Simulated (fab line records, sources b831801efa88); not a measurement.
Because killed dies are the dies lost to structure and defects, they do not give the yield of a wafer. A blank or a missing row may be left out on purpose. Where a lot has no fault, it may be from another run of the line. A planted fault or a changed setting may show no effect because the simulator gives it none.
The tool behind it: which one?    flow gf180mcu    14 lots with 42 wafers sampled at 4 steps, on a route of 602 steps

## WHAT THE GAUGES READ, wafer by wafer
GF_V5_RS_MEAS_24: the measuring method here is four-point-probe. Usual: V5_W_RS 0.328 ohm/sq, standard deviation 0.0037.
lot   measured      on             V5_W_RS (ohm/sq)   flag
L215  day 27 17:11  film_metro-03  0.332 0.332 0.332  
L216  day 28 04:25  film_metro-02  0.327 0.333 0.330  
L217  day 28 06:04  film_metro-02  0.328 0.329 0.327  
L218  day 28 12:21  film_metro-03  0.319 0.321 0.320  
L219  day 29 00:56  film_metro-02  0.325 0.324 0.328  
L220  day 29 04:11  film_metro-03  0.331 0.326 0.330  
L222  day 29 17:58  film_metro-04  0.326 0.331 0.330  
L223  day 29 21:23  film_metro-03  0.327 0.327 0.326  
L225  day 30 13:26  film_metro-02  0.326 0.332 0.328  
L226  day 30 20:59  film_metro-03  0.329 0.327 0.325  
L231  day 32 05:26  film_metro-04  0.327 0.327 0.328  
L232  day 32 08:57  film_metro-02  0.322 0.334 0.329  
L233  day 32 15:23  film_metro-04  0.329 0.331 0.336  
L237  day 33 10:29  film_metro-04  0.320 0.321 0.321  

## WHICH TOOL RAN EACH LOT (tool, then ch and the chambers of the sampled wafers, then the start)
lot   GF_DNWELL_STRIP_08                   GF_V5_SPUTTER_22              GF_V5_CVD_23
L215  plasma_asher-03 ch 0, day 2 23:04    pvd_sputter-01, day 27 17:01  cvd_w-02 ch 0, day 27 17:04
L216  plasma_asher-02 ch 0,1, day 3 05:08  pvd_sputter-01, day 28 04:16  cvd_w-02 ch 0,1, day 28 04:18
L217  plasma_asher-04 ch 0,1, day 3 09:48  pvd_sputter-03, day 28 05:52  cvd_w-02 ch 0,1, day 28 05:57
L218  plasma_asher-03 ch 0,1, day 3 15:04  pvd_sputter-03, day 28 12:11  cvd_w-01 ch 0,1, day 28 12:13
L219  plasma_asher-03 ch 0,1, day 4 00:03  pvd_sputter-04, day 29 00:44  cvd_w-01 ch 0,1, day 29 00:49
L220  plasma_asher-03 ch 0,1, day 4 02:40  pvd_sputter-03, day 29 04:02  cvd_w-01 ch 1, day 29 04:04
L222  plasma_asher-04 ch 0,1, day 4 14:17  pvd_sputter-03, day 29 17:47  cvd_w-02 ch 0,1, day 29 17:50
L223  plasma_asher-04 ch 0,1, day 4 18:44  pvd_sputter-04, day 29 21:14  cvd_w-01 ch 0,1, day 29 21:16
L225  plasma_asher-02 ch 0,1, day 5 04:23  pvd_sputter-03, day 30 13:17  cvd_w-02 ch 0, day 30 13:20
L226  plasma_asher-04 ch 0,1, day 5 10:52  pvd_sputter-03, day 30 20:47  cvd_w-01 ch 0,1, day 30 20:52
L231  plasma_asher-04 ch 0,1, day 6 13:48  pvd_sputter-03, day 32 05:14  cvd_w-01 ch 0,1, day 32 05:19
L232  plasma_asher-04 ch 0,1, day 6 17:40  pvd_sputter-03, day 32 08:46  cvd_w-02 ch 0,1, day 32 08:50
L233  plasma_asher-04 ch 0,1, day 6 23:40  pvd_sputter-03, day 32 15:12  cvd_w-02 ch 0,1, day 32 15:16
L237  plasma_asher-03 ch 0,1, day 7 20:24  pvd_sputter-03, day 33 10:17  cvd_w-01 ch 0,1, day 33 10:22
- GF_DNWELL_STRIP_08: strips in O2/N2.
- GF_V5_SPUTTER_22: material TiN, target thk 10 nm, time 40 s.
- GF_V5_CVD_23: deposits W, target thk 350 nm, time 104.9 s.

## AS READ BY THE TOOLS THEMSELVES (means over the sampled wafers that have a number; for cases with no such wafer, the mark the record gives instead)
GF_DNWELL_STRIP_08. Usual: drypump_motor_current_A 5.62 A, standard deviation 0.27; heater_power_w 321 W, standard deviation 36; oes_product_au 0.722 a.u., standard deviation 0.0045; strip_time_to_endpoint_s 36.95 s, standard deviation 0.11.
lot   tool             drypump_motor_current_A (A)  heater_power_w (W)  oes_product_au (a.u.)  strip_time_to_endpoint_s (s)  flag
L215  plasma_asher-03  5.60                         350                 0.724                  36.98                         
L216  plasma_asher-02  5.51                         321                 0.726                  37.06                         
L217  plasma_asher-04  5.41                         285                 0.723                  36.84                         
L218  plasma_asher-03  5.72                         359                 0.722                  36.95                         
L219  plasma_asher-03  5.75                         362                 0.721                  37.04                         
L220  plasma_asher-03  5.74                         364                 0.727                  36.82                         
L222  plasma_asher-04  5.63                         282                 0.722                  37.17                         
L223  plasma_asher-04  5.63                         283                 0.723                  37.02                         
L225  plasma_asher-02  5.51                         319                 0.725                  37.00                         
L226  plasma_asher-04  5.63                         282                 0.723                  36.86                         
L231  plasma_asher-04  5.40                         282                 0.717                  37.08                         
L232  plasma_asher-04  5.62                         281                 0.720                  36.76                         
L233  plasma_asher-04  5.38                         283                 0.723                  36.97                         
L237  plasma_asher-03  5.86                         376                 0.726                  37.09                         

GF_V5_SPUTTER_22. Usual: throttle_valve_pct 29.6 %, standard deviation 0.97.
lot   tool            throttle_valve_pct (%)  flag
L215  pvd_sputter-01  30.4                    
L216  pvd_sputter-01  29.8                    
L217  pvd_sputter-03  29.5                    
L218  pvd_sputter-03  29.5                    
L219  pvd_sputter-04  29.9                    
L220  pvd_sputter-03  30.1                    
L222  pvd_sputter-03  29.4                    
L223  pvd_sputter-04  29.9                    
L225  pvd_sputter-03  29.7                    
L226  pvd_sputter-03  29.3                    
L231  pvd_sputter-03  28.8                    
L232  pvd_sputter-03  28.8                    
L233  pvd_sputter-03  29.4                    
L237  pvd_sputter-03  29.7                    

GF_V5_CVD_23. Usual: heater_power_w 896 W, standard deviation 73; susceptor_temp_C 400.02 C, standard deviation 0.22.
lot   tool      heater_power_w (W)  susceptor_temp_C (C)  flag
L215  cvd_w-02  838                 399.81                
L216  cvd_w-02  890                 399.97                
L217  cvd_w-02  918                 399.94                
L218  cvd_w-01  867                 400.05                
L219  cvd_w-01  851                 399.93                
L220  cvd_w-01  808                 399.94                
L222  cvd_w-02  868                 400.25                
L223  cvd_w-01  926                 400.10                
L225  cvd_w-02  839                 399.95                
L226  cvd_w-01  926                 400.01                
L231  cvd_w-01  870                 400.19                
L232  cvd_w-02  875                 400.18                
L233  cvd_w-02  878                 399.84                
L237  cvd_w-01  872                 399.98                

## THE ANSWER, worked out from the rows above alone
Rule: a lot counts as off when the mean over its wafers that have a number is more than 3 standard deviations away from the usual mean. Also off: a lot with no number at a reading for which 4 or more lots have one. Where the step has rows for the other lots, those lots are counted as sound. Order of review: gauges by route order, followed by the tools' own readings, for which a lot's mean as printed above is used. At the first step where some lot is off, the reading lying furthest off is the one used; lots without a number count as furthest.
Nothing can be told from this: no lot is off at any reading shown.

## WHAT THE SIMULATOR HAD PUT IN
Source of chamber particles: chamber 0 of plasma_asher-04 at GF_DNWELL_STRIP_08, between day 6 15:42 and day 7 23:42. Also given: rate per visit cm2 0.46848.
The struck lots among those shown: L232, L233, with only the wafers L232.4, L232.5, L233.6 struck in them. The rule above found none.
